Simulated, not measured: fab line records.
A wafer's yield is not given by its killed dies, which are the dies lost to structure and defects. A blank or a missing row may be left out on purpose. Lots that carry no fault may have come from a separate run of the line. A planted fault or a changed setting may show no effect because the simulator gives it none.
Matching of chambers | flow sky130 | SKY_CAPM_CVD_00 on pecvd-02 has 3 sister chambers
The step deposits SiO2, target thk 15.5 nm. 6 wafers are shown with their chamber, then 7 later ones without.

## EACH WAFER AND ITS CHAMBER
wafer  | chamber | rf-fwd-power-W (W) | heater-power-w (W)
L076.6 | 2       | 445.2              | 773
L083.4 | 0       | 443.3              | 853
L083.6 | 2       | 444.6              | 793
L086.2 | 0       | 444.0              | 772
L090.2 | 1       | 444.4              | 805
L090.5 | 1       | 445.7              | 811

## WAFERS WHOSE CHAMBER IS MISSING
wafer  | rf-fwd-power-W (W) | heater-power-w (W)
L090.6 | 443.0              | 785
L095.3 | 443.5              | 701
L095.4 | 444.1              | 751
L095.5 | 442.7              | 702
L097.3 | 446.5              | 755
L097.4 | 446.2              | 783
L097.5 | 442.8              | 775

## WHICH CHAMBER EACH WENT THROUGH
wafer  | from the rows above          | in truth
L090.6 | can't be placed: 0 or 2 or 1 | 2
L095.3 | can't be placed: 2 or 0 or 1 | 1
L095.4 | can't be placed: 2 or 0 or 1 | 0
L095.5 | can't be placed: 0 or 2 or 1 | 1
L097.3 | can't be placed: 2 or 1      | 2
L097.4 | can't be placed: 1 or 2      | 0
L097.5 | can't be placed: 0 or 2 or 1 | 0
Correct placement for 0 of the 7. From these rows, 7 cannot be placed; in 6 the true chamber is one of the candidates. Number placed wrongly: 0.
How it was worked out, from the rows above alone: a wafer's distance from a chamber is the root of the sum, over the readings, of the square of ((its reading less the chamber's mean) divided by the reading's scatter). The wafer belongs to the nearest chamber; if the next one is less than 2 further off, it can't be placed. Each chamber's mean is taken over the wafers shown for it. The scatter is the square root of a quotient: the sum, over the shown wafers, of each reading's squared deviation from its chamber's mean, divided by wafers minus chambers.
